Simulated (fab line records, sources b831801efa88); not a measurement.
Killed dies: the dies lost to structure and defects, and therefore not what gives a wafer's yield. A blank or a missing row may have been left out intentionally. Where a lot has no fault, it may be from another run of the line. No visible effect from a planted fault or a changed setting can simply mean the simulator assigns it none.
Problem report in the 8D (eight disciplines) form, filled by code | flow sky130 | the parts of the form that need people (team, actions taken, sign-off) are left out

== 1. WHAT IS WRONG ==
Wafers without a fault read 116.4 s with a standard deviation of 0.53, while run_length_s at SKY_METAL3_ETCH_16 averages 120.5 s across 2 wafers of 1 lot. Measured from the usual mean, that is +7.7 standard deviations.
The step: etches BARC in N2/H2, stops on SiO2, time 88.2 s, target depth 60 nm.
Seen first at day 42 15:59 on rie_metal-01, wafer L111.1. The record holds 15 wafers of 5 lots with a number at this step. Rule for "out" (also "out of limits"): further than 4 standard deviations from the usual mean. All remaining wafers that have a number are taken as sound.

== 2. WHAT IT IS, AND WHAT IT ISN'T ==
question                    | is                | is not
which readings at this step | run_length_s      | drypump_motor_current_A, throttle_valve_pct
which lots                  | L111              | L101, L102, L112, L117
which wafers of those lots  | L111.1, L111.4    | L111.3
read on which tools         | rie_metal-01      | rie_metal-03
when                        | from day 42 15:59 | up to then (7 sound wafers); but 6 sound wafers of L112, L117 came after

== 3. WHAT RULES OUT EACH SUSPECT ==
Counting: any tool at a process step up to the reading remains a suspect provided it ran every lot that is out. Sound lots after the first of them don't rule it out here, since some wafers of a struck lot are sound.
- rie_metal-01 at SKY_METAL3_DESCUM_15 (chemistry O2, time 8 s): kept. The lot that is out, L111, ran on it at day 42 15:58; the last sound lot it ran before that was L101, at day 40 00:10.
- rie_metal-01 at SKY_METAL3_ETCH_16 (etches BARC in N2/H2, stops on SiO2, time 88.2 s, target depth 60 nm): kept. The lot that is out, L111, ran on it at day 42 15:59; the last sound lot it ran before that was L101, at day 40 00:11. Its own readings are out on those wafers: run_length_s.
After counting, rie_metal-01 at SKY_METAL3_DESCUM_15 and rie_metal-01 at SKY_METAL3_ETCH_16 remain.

== 4. THE CAUSE (what the simulator had put in) ==
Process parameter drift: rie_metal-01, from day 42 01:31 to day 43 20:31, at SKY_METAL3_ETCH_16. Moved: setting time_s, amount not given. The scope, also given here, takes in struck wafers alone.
Of the 2 suspects that counting leaves, this tool is one.

== 5. THE CHAIN OF EFFECTS, in route order ==
One row per reading whose mean, taken over the struck wafers that have a number, lies over 3 standard deviations from the usual. Readings are gone through only where the record gives a usual standard deviation; hours: the median, over the lots, of the time from a lot's start at the first step in this table giving one to that lot's start at this step; sigmas: the change measured in usual standard deviations.
hours | step               | reading        | usual      | on struck wafers | change | sigmas
0     | SKY_METAL3_ETCH_16 | oes_product_au | 0.626 a.u. | 0.609            | -0.017 | -3.4
0     | SKY_METAL3_ETCH_16 | run_length_s   | 116.4 s    | 120.5            | +4.1   | +7.7
Here are the process steps it includes:
- SKY_METAL3_ETCH_16: etches BARC in N2/H2, stops on SiO2, time 88.2 s, target depth 60 nm.

== 6. WHAT WOULD HAVE CAUGHT IT SOONER ==
In this record the first reading out of limits was taken at day 42 15:59, 14 hours after the fault began at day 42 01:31.
